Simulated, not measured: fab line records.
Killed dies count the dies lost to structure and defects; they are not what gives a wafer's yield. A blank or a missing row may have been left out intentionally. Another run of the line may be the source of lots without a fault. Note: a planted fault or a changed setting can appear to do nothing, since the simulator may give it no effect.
A lot that was struck, set against a sound lot | flow gf180mcu | 14 steps out of a route of 602
Sound: wafers L916.2, L916.3, L916.4. The struck wafers were L915.4, L915.5, L915.6. The cause is given at the end.
Per side, at each step with rows, come the tool, then ch with its chambers, and then its first start. Under that, the readings that differ: sound wafers | struck wafers | difference of the means | sigmas: that difference in standard deviations of wafers without a fault.
alike: a reading whose means differ by less than 2 such deviations, as well as words and numbers matching on both sides. not compared: withheld readings; readings where some wafer has no value; bounds like >300 that might hide an equal value; numbers whose values overlap and for which the record gives no deviation.
The two part at a step that has a row with sigmas, a row that says differs or no value, or rows on one side only. Numbers that have no deviation but don't overlap get no sigmas and don't part them. A reading missing from all wafers of one side parts the sides only when that side holds two or more wafers.

GF_CONTACT_CMP_27: polishes, stops on SiO2, t overpolish 15 s, target thk 0 nm.
  sound on cmp-02 ch 0,1,2, day 22 12:17; struck on cmp-01 ch 2,3, day 22 03:41
  alike: motor current A, overpolish run s, time to endpoint s
GF_M1_SPUTTER_00: material Ti, target thk 37.5 nm, time 150 s.
  sound on pvd sputter-02 at day 22 12:35; struck on pvd sputter-02 at day 22 03:56
  alike: chamber pressure pa, throttle valve pct
GF_M1_SPUTTER_01: material TiN, target thk 30 nm, time 25 s.
  sound on pvd sputter-02 at day 22 12:41; struck on pvd sputter-02 at day 22 04:02
  alike: chamber pressure pa, throttle valve pct
GF_M1_SPUTTER_02: material AlCu, target thk 450 nm, time 23.9 s.
  sound on pvd sputter-02 at day 22 12:43; struck on pvd sputter-02 at day 22 04:04
  alike: chamber pressure pa, throttle valve pct
GF_M1_SPUTTER_03: material Ti, target thk 10 nm, time 6.7 s.
  sound on pvd sputter-02 at day 22 12:44; struck on pvd sputter-02 at day 22 04:05
  alike: chamber pressure pa, throttle valve pct
then, 1 step without rows for these wafers: GF_M1_SPUTTER_04 (material TiN, target thk 50 nm, time 41.7 s).
GF_M1_RS_MEAS_05: measurement is done with a four-point probe.
  sound on film metro-04 at day 22 12:49; struck on film metro-04 at day 22 04:13
  alike: M1_ALCU_RS
GF_M1_THK_MEAS_06: measures by xrf.
  sound on film metro-04 at day 22 12:56; struck on film metro-04 at day 22 04:18
  alike: M1_ALCU_THK
then, 4 steps without rows for these wafers: GF_M1_DEHYDRATE_07 (time 60 s); GF_M1_HMDS_08 (prime time 60 s); GF_M1_COAT_09 (resist thk 1000 nm); GF_M1_SOFTBAKE_10 (time 60 s).
GF_M1_EXPOSE_11: exposes mask Metal1, target cd 230 nm.
  sound on krf scanner-02 ch 0, day 23 00:38; struck on krf scanner-02, day 22 15:50
  no value came back on the struck wafers for exposure dose mJ cm2, focus offset nm (nm); on the sound wafers exposure dose mJ cm2 reads 28.18 28.20 28.16
  alike: mask
then, 1 step without rows for these wafers: GF_M1_PEB_12 (peb time 90 s).

## WHERE THEY PART
GF_M1_EXPOSE_11 only, going by this record.

WHY: the cause the simulator had injected
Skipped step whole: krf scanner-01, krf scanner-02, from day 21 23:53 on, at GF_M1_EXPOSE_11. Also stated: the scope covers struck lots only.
